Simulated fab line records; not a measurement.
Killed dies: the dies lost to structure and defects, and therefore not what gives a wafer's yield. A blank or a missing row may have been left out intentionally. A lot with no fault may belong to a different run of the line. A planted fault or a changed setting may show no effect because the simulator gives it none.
Shared-tool check | flow gf180mcu | 10 lots and 30 wafers in the sample

== REASON IT WAS OPENED ==
On 2 of the 10 lots, a flag is raised at GF_V1_CD_MEAS_14 on the reading cd_nm. Wafers without a fault read 259.9 nm, standard deviation 1.1.
Rule: a lot is flagged in two cases, either no wafer of it has a number, or all its wafers with numbers fall more than 4 standard deviations from that mean. The other lots count as sound.

lot  | measured     | on        | cd_nm (nm), wafer by wafer | flag
L745 | day 18 00:04 | cd_sem-02 | 262.1 260.6 261.3          |
L746 | day 18 11:33 | cd_sem-01 | 260.0 260.0 260.2          |
L747 | day 19 15:24 | cd_sem-02 | 260.4 259.8 259.0          |
L750 | day 20 03:40 | cd_sem-02 | 259.8 261.4 260.4          |
L755 | day 22 04:29 | cd_sem-02 | 252.6 253.8 253.7          | FLAGGED
L756 | day 22 04:59 | cd_sem-02 | 251.3 251.2 253.1          | FLAGGED
L760 | day 23 15:09 | cd_sem-02 | 259.1 259.8 258.4          |
L763 | day 25 04:40 | cd_sem-02 | 257.7 259.3 258.0          |
L767 | day 25 15:16 | cd_sem-02 | 259.7 259.3 260.1          |
L768 | day 26 10:21 | cd_sem-01 | 259.5 259.9 258.8          |
Average over the flagged lots: 252.6 nm; offset from the usual -7.3 nm, equal to -7 standard deviations.

== WHICH TOOL EACH LOT WENT THROUGH ==
The record holds 2 process steps before the reading, out of a route of 602 steps. Each cell gives the tool, then ch followed by the chambers the sampled wafers passed through, then the start.
lot  | flag    | GF_M1_SPUTTER_04             | GF_V1_EXPOSE_11
L745 |         | pvd_sputter-03, day 16 01:16 | krf_scanner-02 ch 0, day 17 13:04
L746 |         | pvd_sputter-03, day 16 10:51 | krf_scanner-01 ch 0, day 17 23:49
L747 |         | pvd_sputter-01, day 17 15:08 | krf_scanner-01 ch 0, day 19 03:01
L750 |         | pvd_sputter-03, day 18 01:47 | krf_scanner-02 ch 0, day 19 15:53
L755 | FLAGGED | pvd_sputter-01, day 20 01:57 | krf_scanner-01 ch 0, day 21 16:46
L756 | FLAGGED | pvd_sputter-01, day 20 04:53 | krf_scanner-01 ch 0, day 21 17:48
L760 |         | pvd_sputter-02, day 21 14:59 | krf_scanner-02 ch 0, day 23 03:20
L763 |         | pvd_sputter-03, day 23 11:22 | krf_scanner-02 ch 0, day 24 16:38
L767 |         | pvd_sputter-01, day 23 18:19 | krf_scanner-02 ch 0, day 25 06:17
L768 |         | pvd_sputter-02, day 24 14:26 | krf_scanner-02 ch 0, day 26 01:00
These steps, and what they do:
- GF_M1_SPUTTER_04: material TiN, target thk 50 nm, time 41.7 s.
- GF_V1_EXPOSE_11: exposes mask Via1, target cd 260 nm.
- GF_V1_CD_MEAS_14: target cd 260 nm.

== FLAGGED AGAINST TOTAL, ONE TOOL AT A TIME (gauges that did the reading follow at the end) ==
step             | tool           | lots run | flagged | share of the flagged lots | sound lots run after its first flagged lot
GF_M1_SPUTTER_04 | pvd_sputter-01 | 4        | 2       | all                       | 1 (L767)
GF_M1_SPUTTER_04 | pvd_sputter-02 | 2        | 0       | none                      | -
GF_M1_SPUTTER_04 | pvd_sputter-03 | 4        | 0       | none                      | -
GF_V1_EXPOSE_11  | krf_scanner-01 | 4        | 2       | all                       | 0
GF_V1_EXPOSE_11  | krf_scanner-02 | 6        | 0       | none                      | -
GF_V1_CD_MEAS_14 | cd_sem-01      | 2        | 0       | none                      | -
GF_V1_CD_MEAS_14 | cd_sem-02      | 8        | 2       | all                       | 3 (L760,L763,L767)

== WHAT THE TABLE PERMITS ==
3 rows of the table ran every flagged lot: pvd_sputter-01 at GF_M1_SPUTTER_04, krf_scanner-01 at GF_V1_EXPOSE_11, cd_sem-02 at GF_V1_CD_MEAS_14.
- pvd_sputter-01 at GF_M1_SPUTTER_04 ran 4 lots, 2 of them flagged. Sound lots ran on it after the first flagged one (L767), which a lasting fault on the whole tool wouldn't allow.
- krf_scanner-01 at GF_V1_EXPOSE_11 ran 4 lots, 2 of them flagged. Its last sound lot is L747 (day 19 03:01), its first flagged lot L755 (day 21 16:46): a fault that began between those two fits. Its own readings lie more than 4 standard deviations out on every wafer of the flagged lots: exposure_dose_mJ_cm2.
- cd_sem-02 at GF_V1_CD_MEAS_14 ran 8 lots, 2 of them flagged. Sound lots ran on it after the first flagged one (L760, L763, L767), which a lasting fault on the whole tool wouldn't allow.
Left over: one tool, krf_scanner-01 at GF_V1_EXPOSE_11.

== WHAT HAD BEEN PUT IN BY THE SIMULATOR ==
Drift in process parameters on krf_scanner-01 at GF_V1_EXPOSE_11, starting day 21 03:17. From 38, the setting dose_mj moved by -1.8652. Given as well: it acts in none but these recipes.
Struck lots among those shown: L755, L756. Same finding as the rule above.
